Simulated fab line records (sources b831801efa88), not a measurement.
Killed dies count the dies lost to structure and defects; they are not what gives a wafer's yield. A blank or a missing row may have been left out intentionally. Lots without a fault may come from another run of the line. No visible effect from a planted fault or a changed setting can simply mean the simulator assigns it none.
fab line records	flow gf180mcu
record lots=24	wafers=72	last-day=34
route steps=602 shown M3@412 M4@471 V4@494 V5@555
lots with no fault: from the same line, run without faults
start-h: hours from the record's first day to the start of the lot's first wafer shown	wait-h: how many hours have passed since the lot's step before this one	" same as the row above	L1.1+2: a single row standing in for several wafers	- no value present, or no start provided	* or withheld: withheld	< > ~ a bound
route shown NAME@n: names a module that has steps shown in the file, with the first one's number in the route	usual: mean/standard deviation taken from wafers without a fault	same: alike in all rows	chamber/n: place in a boat	sites: the reading at each site	_std_site: the values' standard deviation	_edge_site: inner sites' mean taken away from outer sites' mean	radius-mm: for every site, how far away it sits from the centre of the wafer	mask NAME#n: copy n	behind: tool/chamber where the wafer was last shaped	hold: the reason the lot was held/the length of the hold in hours/how it ended	device: transistor that didn't switch, given as n, p or np	end of line: the tests these same wafers got at the end of their route	step lacking rows: just its recipe	killed: not the wafer's yield, but the dies lost to structure and defects at the first sort	map: shows each die of a wafer: x if killed, . if not, _ if none is there
set.NAME: the run value of the setting; set.NAME@STEP: its run value at that earlier step	model.NAME: the simulator's own value behind a step, which no gauge read
one table for each step of the route and one row for each wafer, over a sample of lots
services: from which hour (start-h, from the record's first day; less than 0 if before it) a tool's chamber was out of use, for how many hours, and why
## steps
# step GF_M3_SPUTTER_03
# recipe material=Ti	target-thk-nm=10	substrate-temp-c=300	chamber-pressure-pa=0.3	power-w=3000	time-s=6.7
# usual throttle-valve-pct=29.5/0.99
lot.wafer	tool	chamber	start-h	wait-h	throttle-valve-pct
L074.3	pvd-sputter-04	-	471.59	0.0	31.5
L074.4	"	-	"	"	29.7
L074.5	"	-	"	"	31.5
L075.2	pvd-sputter-02	-	477.66	0.0	29.2
L075.4	"	-	"	"	28.3
L075.6	"	-	"	"	28.7
L076.1	pvd-sputter-04	-	491.54	0.0	29.3
L076.3	"	-	"	"	31.6
L076.4	"	-	"	"	29.8
L077.3	pvd-sputter-04	-	492.76	0.0	29.8
L077.5	"	-	"	"	28.5
L077.6	"	-	"	"	30.0
L078.2	pvd-sputter-01	-	501.81	0.0	30.6
L078.3	"	-	"	"	30.1
L078.6	"	-	"	"	31.3
L079.3	pvd-sputter-04	-	515.29	0.0	31.5
L079.5	"	-	"	"	28.5
L079.6	"	-	"	"	30.3
L080.1	pvd-sputter-02	-	519.93	0.0	28.6
L080.4	"	-	"	"	29.0
L080.6	"	-	"	"	28.2
L081.1	pvd-sputter-02	-	536.09	0.0	30.0
L081.2	"	-	"	"	29.2
L081.3	"	-	"	"	28.8
L082.2	pvd-sputter-01	-	537.94	0.0	31.3
L082.3	"	-	"	"	30.6
L082.5	"	-	"	"	30.7
L083.1	pvd-sputter-02	-	541.90	0.0	28.0
L083.3	"	-	"	"	29.2
L083.4	"	-	"	"	29.9
L084.1	pvd-sputter-01	-	548.80	0.0	30.5
L084.2	"	-	"	"	28.9
L084.6	"	-	"	"	31.4
L085.1	pvd-sputter-02	-	560.55	0.0	29.0
L085.3	"	-	"	"	28.0
L085.5	"	-	"	"	29.2
L086.3	pvd-sputter-01	-	568.25	0.0	29.1
L086.4	"	-	"	"	29.9
L086.5	"	-	"	"	30.6
L087.1	pvd-sputter-01	-	583.19	0.0	30.4
L087.2	"	-	"	"	31.4
L087.3	"	-	"	"	28.9
L088.2	pvd-sputter-02	-	586.95	0.0	28.7
L088.5	"	-	"	"	28.2
L088.6	"	-	"	"	30.0
L089.1	pvd-sputter-02	-	592.85	0.0	29.9
L089.4	"	-	"	"	28.4
L089.5	"	-	"	"	29.7
L090.1	pvd-sputter-02	-	605.69	0.0	28.8
L090.2	"	-	"	"	29.2
L090.6	"	-	"	"	28.1
L091.3	pvd-sputter-02	-	608.34	0.0	29.7
L091.4	"	-	"	"	28.8
L091.6	"	-	"	"	28.6
L092.3	pvd-sputter-01	-	612.11	0.0	31.3
L092.4	"	-	"	"	30.2
L092.5	"	-	"	"	28.9
L093.3	pvd-sputter-01	-	620.06	0.0	29.0
L093.5	"	-	"	"	31.1
L093.6	"	-	"	"	30.1
L094.2	pvd-sputter-02	-	629.48	0.0	28.5
L094.3	"	-	"	"	29.4
L094.5	"	-	"	"	29.9
L095.4	pvd-sputter-02	-	636.52	0.0	28.7
L095.5	"	-	"	"	28.3
L095.6	"	-	"	"	29.9
L096.1	pvd-sputter-01	-	638.17	0.0	30.7
L096.3	"	-	"	"	31.5
L096.4	"	-	"	"	29.9
L097.3	pvd-sputter-04	-	642.80	0.0	29.4
L097.5	"	-	"	"	28.5
L097.6	"	-	"	"	30.1
# step GF_M4_OVL_MEAS_15
# usual M4_OVL=2/5.5
lot.wafer	tool	chamber	start-h	wait-h	M4_OVL[nm]
L074.3	overlay-02	-	543.09	0.1	2
L074.4	"	-	"	"	5
L074.5	"	-	"	"	-1
L075.2	overlay-01	-	551.81	0.1	-2
L075.4	"	-	"	"	-3
L075.6	"	-	"	"	-4
L076.1	overlay-01	-	563.61	0.1	10
L076.3	"	-	"	"	8
L076.4	"	-	"	"	3
L077.3	overlay-02	-	566.03	0.1	-10
L077.5	"	-	"	"	-5
L077.6	"	-	"	"	-12
L078.2	overlay-02	-	571.98	0.1	6
L078.3	"	-	"	"	3
L078.6	"	-	"	"	5
L079.3	overlay-02	-	586.39	0.1	-1
L079.5	"	-	"	"	2
L079.6	"	-	"	"	0
L080.1	overlay-01	-	589.20	0.1	5
L080.4	"	-	"	"	8
L080.6	"	-	"	"	8
L081.1	overlay-01	-	602.63	0.1	2
L081.2	"	-	"	"	2
L081.3	"	-	"	"	6
L082.2	overlay-01	-	605.83	0.1	3
L082.3	"	-	"	"	4
L082.5	"	-	"	"	6
L083.1	overlay-02	-	609.88	0.1	6
L083.3	"	-	"	"	-2
L083.4	"	-	"	"	3
L084.1	overlay-01	-	615.20	0.1	-2
L084.2	"	-	"	"	-1
L084.6	"	-	"	"	-5
L085.1	overlay-02	-	627.13	0.1	3
L085.3	"	-	"	"	8
L085.5	"	-	"	"	4
L086.3	overlay-02	-	634.82	0.1	-4
L086.4	"	-	"	"	-4
L086.5	"	-	"	"	1
L087.1	overlay-01	-	647.78	0.1	0
L087.2	"	-	"	"	3
L087.3	"	-	"	"	-2
L088.2	overlay-02	-	650.91	0.1	6
L088.5	"	-	"	"	10
L088.6	"	-	"	"	6
L089.1	overlay-01	-	657.20	0.1	-2
L089.4	"	-	"	"	3
L089.5	"	-	"	"	-4
L090.1	overlay-01	-	668.16	0.1	2
L090.2	"	-	"	"	1
L090.6	"	-	"	"	10
L091.3	overlay-01	-	670.87	0.1	6
L091.4	"	-	"	"	6
L091.6	"	-	"	"	9
L092.3	overlay-02	-	674.82	0.1	-4
L092.4	"	-	"	"	8
L092.5	"	-	"	"	4
L093.3	overlay-02	-	682.52	0.1	16
L093.5	"	-	"	"	8
L093.6	"	-	"	"	7
L094.2	overlay-02	-	692.01	0.1	1
L094.3	"	-	"	"	-3
L094.5	"	-	"	"	-6
L095.4	overlay-01	-	698.63	0.1	-2
L095.5	"	-	"	"	3
L095.6	"	-	"	"	4
L096.1	overlay-01	-	700.03	0.1	-8
L096.3	"	-	"	"	-5
L096.4	"	-	"	"	-7
L097.3	overlay-01	-	704.17	0.1	-7
L097.5	"	-	"	"	-2
L097.6	"	-	"	"	-2
# step GF_V4_STRIP_18
# recipe chemistry=O2/N2	power-w=1400	pressure-mtorr=1500	platen-temp-c=250	o2-flow-sccm=3000	n2-flow-sccm=300	overash-fraction=0.5
# usual chamber-pressure-mTorr=1500.1/1.4	drypump-motor-current-A=5.61/0.28	heater-power-w=314/37	oes-product-au=0.593/0.0049
lot.wafer	tool	chamber	start-h	wait-h	chamber-pressure-mTorr	drypump-motor-current-A	heater-power-w	oes-product-au	rf-hours-counter-h
L074.3	plasma-asher-02	0	566.55	-	1499.3	5.43	307	0.591	-
L074.4	"	1	"	"	1500.9	5.66	305	0.593	-
L074.5	"	0	"	"	1502.6	5.42	299	0.602	-
L075.2	plasma-asher-04	0	575.24	-	1498.3	5.85	278	0.592	90
L075.4	"	1	"	"	1499.3	5.17	278	0.590	-
L075.6	"	1	"	"	1498.9	5.15	286	0.598	-
L076.1	plasma-asher-04	0	586.89	-	1500.3	5.86	290	0.598	91
L076.3	"	0	"	"	1500.3	5.82	285	0.592	-
L076.4	"	1	"	"	1503.4	5.15	275	0.595	-
L077.3	plasma-asher-04	0	589.05	-	1501.2	5.88	285	0.594	-
L077.5	"	0	"	"	1500.9	5.88	285	0.590	-
L077.6	"	1	"	"	1497.0	5.15	283	0.595	-
L078.2	plasma-asher-04	0	595.22	-	1499.5	5.86	288	0.590	93
L078.3	"	1	"	"	1499.9	5.16	277	0.596	-
L078.6	"	1	"	"	1501.4	5.17	281	0.597	-
L079.3	plasma-asher-04	1	608.45	-	1500.6	5.16	282	0.593	-
L079.5	"	0	"	"	1500.6	5.86	285	0.584	-
L079.6	"	1	"	"	1501.2	5.16	277	0.585	-
L080.1	plasma-asher-03	1	612.17	-	1500.5	5.97	377	0.577	20
L080.4	"	0	"	"	1500.9	5.58	341	0.594	-
L080.6	"	0	"	"	1500.4	5.60	350	0.594	-
L081.1	plasma-asher-03	0	624.47	-	1502.1	5.61	345	0.586	21
L081.2	"	1	"	"	1502.1	5.99	390	0.599	21
L081.3	"	1	"	"	1500.8	6.01	401	0.599	-
L082.2	plasma-asher-03	0	628.37	-	1499.0	5.58	337	0.591	22
L082.3	"	0	"	"	1500.5	5.61	346	0.583	-
L082.5	"	1	"	"	1502.2	5.99	400	0.601	-
L083.1	plasma-asher-03	0	631.84	-	1500.4	5.61	337	0.589	22
L083.3	"	1	"	"	1502.4	5.99	384	0.596	-
L083.4	"	0	"	"	1499.3	5.63	349	0.594	-
L084.1	plasma-asher-04	1	637.32	-	1501.5	5.17	282	0.593	97
L084.2	"	0	"	"	1500.2	5.85	274	0.582	97
L084.6	"	1	"	"	1500.1	5.16	274	0.594	-
L085.1	plasma-asher-04	1	648.57	-	1499.4	5.15	273	0.595	98
L085.3	"	1	"	"	1500.7	5.16	280	0.581	-
L085.5	"	0	"	"	1498.8	5.88	286	0.598	-
L086.3	plasma-asher-04	0	656.10	-	1500.9	5.86	287	0.595	-
L086.4	"	1	"	"	1498.3	5.17	276	0.593	-
L086.5	"	1	"	"	1499.8	5.15	280	0.590	-
L087.1	plasma-asher-02	0	668.02	-	1498.5	5.49	302	0.600	56
L087.2	"	1	"	"	1495.8	5.67	318	0.592	56
L087.3	"	1	"	"	1501.4	5.69	302	0.595	-
L088.2	plasma-asher-03	1	672.04	-	1502.0	5.99	383	0.593	26
L088.5	"	1	"	"	1500.3	5.98	388	0.593	-
L088.6	"	0	"	"	1499.2	5.63	333	0.599	-
L089.1	plasma-asher-04	1	678.29	-	1500.1	5.17	279	0.586	101
L089.4	"	1	"	"	1499.5	5.16	279	0.591	-
L089.5	"	1	"	"	1499.3	5.17	279	0.592	-
L090.1	plasma-asher-02	1	688.47	-	1501.0	5.69	309	0.595	57
L090.2	"	0	"	"	1499.8	5.45	310	0.592	57
L090.6	"	0	"	"	1502.1	5.51	306	0.590	-
L091.3	plasma-asher-02	0	691.85	-	1499.4	5.44	301	0.593	-
L091.4	"	1	"	"	1498.3	5.68	314	0.594	-
L091.6	"	1	"	"	1501.5	5.67	313	0.595	-
L092.3	plasma-asher-02	0	695.85	-	1498.9	5.50	300	0.597	-
L092.4	"	1	"	"	1501.9	5.68	316	0.594	-
L092.5	"	1	"	"	1499.1	5.66	320	0.597	-
L093.3	plasma-asher-02	0	703.25	-	1501.5	5.46	303	0.591	-
L093.5	"	0	"	"	1500.2	5.45	306	0.602	-
L093.6	"	1	"	"	1500.8	5.67	312	0.597	-
L094.2	plasma-asher-03	1	712.17	-	1500.0	6.00	389	0.590	31
L094.3	"	0	"	"	1500.5	5.60	345	0.603	-
L094.5	"	1	"	"	1500.0	5.99	390	0.595	-
L095.4	plasma-asher-03	0	718.43	-	1498.6	5.61	338	0.589	-
L095.5	"	0	"	"	1498.8	5.64	335	0.588	-
L095.6	"	1	"	"	1500.9	6.01	384	0.596	-
L096.1	plasma-asher-02	0	719.91	-	1500.3	5.44	293	0.597	60
L096.3	"	1	"	"	1499.6	5.70	312	0.597	-
L096.4	"	0	"	"	1499.7	5.44	312	0.596	-
L097.3	plasma-asher-04	1	723.90	-	1499.1	5.16	272	0.594	-
L097.5	"	1	"	"	1500.7	5.15	280	0.593	-
L097.6	"	0	"	"	1499.0	5.88	282	0.587	-
# step GF_V4_RS_MEAS_24
# recipe thk-meas-gauge=four-point-probe	reads=W_of_V4_CVD_23+TiN_of_V4_SPUTTER_22+Ti_of_V4_SPUTTER_21
# usual V4_W_RS=0.3281/0.0029
lot.wafer	tool	chamber	start-h	wait-h	V4_W_RS[ohm/sq]
L074.3	film-metro-02	-	567.30	0.1	0.3233
L074.4	"	-	"	"	0.3291
L074.5	"	-	"	"	0.3220
L075.2	film-metro-04	-	576.02	0.1	0.3272
L075.4	"	-	"	"	0.3310
L075.6	"	-	"	"	0.3285
L076.1	film-metro-01	-	587.69	0.1	0.3284
L076.3	"	-	"	"	0.3266
L076.4	"	-	"	"	0.3327
L077.3	film-metro-01	-	589.84	0.1	0.3278
L077.5	"	-	"	"	0.3266
L077.6	"	-	"	"	0.3259
L078.2	film-metro-01	-	595.98	0.1	0.3309
L078.3	"	-	"	"	0.3233
L078.6	"	-	"	"	0.3264
L079.3	film-metro-02	-	609.24	0.1	0.3299
L079.5	"	-	"	"	0.3302
L079.6	"	-	"	"	0.3319
L080.1	film-metro-04	-	612.95	0.1	0.3284
L080.4	"	-	"	"	0.3264
L080.6	"	-	"	"	0.3249
L081.1	film-metro-04	-	625.21	0.1	0.3248
L081.2	"	-	"	"	0.3259
L081.3	"	-	"	"	0.3254
L082.2	film-metro-02	-	629.13	0.1	0.3286
L082.3	"	-	"	"	0.3292
L082.5	"	-	"	"	0.3266
L083.1	film-metro-04	-	632.60	0.1	0.3284
L083.3	"	-	"	"	0.3254
L083.4	"	-	"	"	0.3281
L084.1	film-metro-04	-	638.06	0.1	0.3268
L084.2	"	-	"	"	0.3255
L084.6	"	-	"	"	0.3285
L085.1	film-metro-01	-	649.31	0.1	0.3231
L085.3	"	-	"	"	0.3301
L085.5	"	-	"	"	0.3277
L086.3	film-metro-02	-	656.85	0.1	0.3295
L086.4	"	-	"	"	0.3318
L086.5	"	-	"	"	0.3301
L087.1	film-metro-02	-	668.80	0.1	0.3272
L087.2	"	-	"	"	0.3289
L087.3	"	-	"	"	0.3339
L088.2	film-metro-01	-	673.29	0.1	0.3293
L088.5	"	-	"	"	0.3290
L088.6	"	-	"	"	0.3273
L089.1	film-metro-02	-	679.04	0.1	0.3260
L089.4	"	-	"	"	0.3239
L089.5	"	-	"	"	0.3226
L090.1	film-metro-01	-	689.23	0.1	0.3280
L090.2	"	-	"	"	0.3305
L090.6	"	-	"	"	0.3310
L091.3	film-metro-01	-	692.65	0.1	0.3274
L091.4	"	-	"	"	0.3261
L091.6	"	-	"	"	0.3265
L092.3	film-metro-04	-	696.64	0.1	0.3312
L092.4	"	-	"	"	0.3304
L092.5	"	-	"	"	0.3333
L093.3	film-metro-04	-	704.03	0.1	0.3225
L093.5	"	-	"	"	0.3275
L093.6	"	-	"	"	0.3258
L094.2	film-metro-04	-	712.93	0.1	0.3303
L094.3	"	-	"	"	0.3257
L094.5	"	-	"	"	0.3285
L095.4	film-metro-02	-	719.24	0.1	0.3321
L095.5	"	-	"	"	0.3299
L095.6	"	-	"	"	0.3272
L096.1	film-metro-04	-	720.66	0.1	0.3239
L096.3	"	-	"	"	0.3282
L096.4	"	-	"	"	0.3244
L097.3	film-metro-02	-	724.69	0.1	0.3225
L097.5	"	-	"	"	0.3304
L097.6	"	-	"	"	0.3292
# step GF_V5_OVL_MEAS_15
# usual V5_OVL=-2/6.4
lot.wafer	tool	chamber	start-h	wait-h	V5_OVL[nm]
L074.3	overlay-01	-	632.51	0.1	0
L074.4	"	-	"	"	-1
L074.5	"	-	"	"	8
L075.2	overlay-01	-	640.21	0.1	-11
L075.4	"	-	"	"	-6
L075.6	"	-	"	"	-10
L076.1	overlay-02	-	651.48	0.1	-12
L076.3	"	-	"	"	-7
L076.4	"	-	"	"	-15
L077.3	overlay-02	-	653.09	0.1	2
L077.5	"	-	"	"	4
L077.6	"	-	"	"	6
L078.2	overlay-02	-	659.06	0.1	-2
L078.3	"	-	"	"	-3
L078.6	"	-	"	"	-10
L079.3	overlay-02	-	671.86	0.1	-4
L079.5	"	-	"	"	-9
L079.6	"	-	"	"	-3
L080.1	overlay-02	-	675.16	0.1	-7
L080.4	"	-	"	"	-9
L080.6	"	-	"	"	-3
L081.1	overlay-02	-	686.81	0.1	-8
L081.2	"	-	"	"	-7
L081.3	"	-	"	"	-7
L082.2	overlay-02	-	689.01	0.1	7
L082.3	"	-	"	"	9
L082.5	"	-	"	"	10
L083.1	overlay-02	-	692.41	0.1	0
L083.3	"	-	"	"	-1
L083.4	"	-	"	"	4
L084.1	overlay-02	-	698.55	0.1	-5
L084.2	"	-	"	"	-2
L084.6	"	-	"	"	-1
L085.1	overlay-01	-	708.51	0.1	4
L085.3	"	-	"	"	10
L085.5	"	-	"	"	7
L086.3	overlay-01	-	715.99	0.1	3
L086.4	"	-	"	"	-1
L086.5	"	-	"	"	12
L087.1	overlay-01	-	726.38	0.1	-8
L087.2	"	-	"	"	6
L087.3	"	-	"	"	1
L088.2	overlay-02	-	731.21	0.1	0
L088.5	"	-	"	"	-1
L088.6	"	-	"	"	-2
L089.1	overlay-01	-	736.21	0.1	-13
L089.4	"	-	"	"	-6
L089.5	"	-	"	"	-10
L090.1	overlay-02	-	744.78	0.1	-13
L090.2	"	-	"	"	-10
L090.6	"	-	"	"	-11
L091.3	overlay-01	-	748.46	0.1	-1
L091.4	"	-	"	"	0
L091.6	"	-	"	"	-1
L092.3	overlay-01	-	751.91	0.1	2
L092.4	"	-	"	"	-2
L092.5	"	-	"	"	2
L093.3	overlay-02	-	758.31	0.1	-1
L093.5	"	-	"	"	2
L093.6	"	-	"	"	-12
L094.2	overlay-01	-	766.16	0.1	7
L094.3	"	-	"	"	3
L094.5	"	-	"	"	10
L095.4	overlay-01	-	772.69	0.1	1
L095.5	"	-	"	"	7
L095.6	"	-	"	"	3
L096.1	overlay-01	-	773.38	0.1	1
L096.3	"	-	"	"	4
L096.4	"	-	"	"	1
L097.3	overlay-02	-	777.51	0.1	-4
L097.5	"	-	"	"	-15
L097.6	"	-	"	"	-9
# step GF_V5_THK_MEAS_25
# recipe thk-meas-gauge=xrf	reads=W_of_V5_CVD_23
# usual V5_W_THK=349/5.6
lot.wafer	tool	chamber	start-h	wait-h	V5_W_THK[nm]
L074.3	film-metro-03	-	633.58	0.1	349
L074.4	"	-	"	"	352
L074.5	"	-	"	"	353
L075.2	film-metro-03	-	641.30	0.1	344
L075.4	"	-	"	"	343
L075.6	"	-	"	"	344
L076.1	film-metro-02	-	652.53	0.1	345
L076.3	"	-	"	"	338
L076.4	"	-	"	"	344
L077.3	film-metro-02	-	654.16	0.1	346
L077.5	"	-	"	"	345
L077.6	"	-	"	"	345
L078.2	film-metro-03	-	660.46	0.1	360
L078.3	"	-	"	"	356
L078.6	"	-	"	"	361
L079.3	film-metro-02	-	673.04	0.1	353
L079.5	"	-	"	"	350
L079.6	"	-	"	"	347
L080.1	film-metro-03	-	676.31	0.1	347
L080.4	"	-	"	"	352
L080.6	"	-	"	"	349
L081.1	film-metro-03	-	687.91	0.1	352
L081.2	"	-	"	"	350
L081.3	"	-	"	"	351
L082.2	film-metro-04	-	690.08	0.1	358
L082.3	"	-	"	"	354
L082.5	"	-	"	"	352
L083.1	film-metro-03	-	693.50	0.1	350
L083.3	"	-	"	"	350
L083.4	"	-	"	"	352
L084.1	film-metro-03	-	699.64	0.1	340
L084.2	"	-	"	"	342
L084.6	"	-	"	"	349
L085.1	film-metro-02	-	709.56	0.1	352
L085.3	"	-	"	"	346
L085.5	"	-	"	"	350
L086.3	film-metro-03	-	717.08	0.1	344
L086.4	"	-	"	"	347
L086.5	"	-	"	"	349
L087.1	film-metro-03	-	727.44	0.1	351
L087.2	"	-	"	"	349
L087.3	"	-	"	"	350
L088.2	film-metro-02	-	732.31	0.1	353
L088.5	"	-	"	"	352
L088.6	"	-	"	"	349
L089.1	film-metro-03	-	737.29	0.1	349
L089.4	"	-	"	"	352
L089.5	"	-	"	"	352
L090.1	film-metro-02	-	745.83	0.1	348
L090.2	"	-	"	"	350
L090.6	"	-	"	"	350
L091.3	film-metro-04	-	749.53	0.1	352
L091.4	"	-	"	"	353
L091.6	"	-	"	"	351
L092.3	film-metro-02	-	753.05	0.1	353
L092.4	"	-	"	"	343
L092.5	"	-	"	"	346
L093.3	film-metro-04	-	759.49	0.1	351
L093.5	"	-	"	"	351
L093.6	"	-	"	"	347
L094.2	film-metro-03	-	767.22	0.1	339
L094.3	"	-	"	"	347
L094.5	"	-	"	"	345
L095.4	film-metro-03	-	773.83	0.1	341
L095.5	"	-	"	"	341
L095.6	"	-	"	"	344
L096.1	film-metro-02	-	774.46	0.1	352
L096.3	"	-	"	"	349
L096.4	"	-	"	"	348
L097.3	film-metro-04	-	778.58	0.1	363
L097.5	"	-	"	"	365
L097.6	"	-	"	"	362
## services
tool	chamber	start-h	hours	kind
pvd-sputter-02	-	460.66	10.0	repair
pvd-sputter-01	-	468.51	1.9	repair
pvd-sputter-04	-	476.23	8.7	repair
pvd-sputter-02	0	512.42	-	consumable-replace:kit
pvd-sputter-02	0	512.42	18.0	scheduled-down
pvd-sputter-02	0	512.42	18.0	vent-cycle
pvd-sputter-01	-	512.62	3.6	repair
pvd-sputter-04	-	523.45	3.9	repair
pvd-sputter-04	-	523.56	88.6	repair
pvd-sputter-02	-	526.69	1.0	repair
plasma-asher-04	-	552.88	0.7	repair
plasma-asher-02	-	580.00	15.6	pm
pvd-sputter-02	3	628.98	-	consumable-replace:kit
pvd-sputter-02	3	628.98	18.0	scheduled-down
pvd-sputter-02	3	628.98	18.0	vent-cycle
plasma-asher-03	-	650.47	2.5	repair
plasma-asher-02	-	670.99	15.5	repair
pvd-sputter-02	-	683.85	3.8	repair
pvd-sputter-01	0	689.93	-	consumable-replace:kit
pvd-sputter-01	0	689.93	18.0	scheduled-down
pvd-sputter-01	0	689.93	18.0	vent-cycle
pvd-sputter-02	2	708.69	-	consumable-replace:kit
pvd-sputter-02	2	708.69	18.0	scheduled-down
pvd-sputter-02	2	708.69	18.0	vent-cycle
## key
fault none
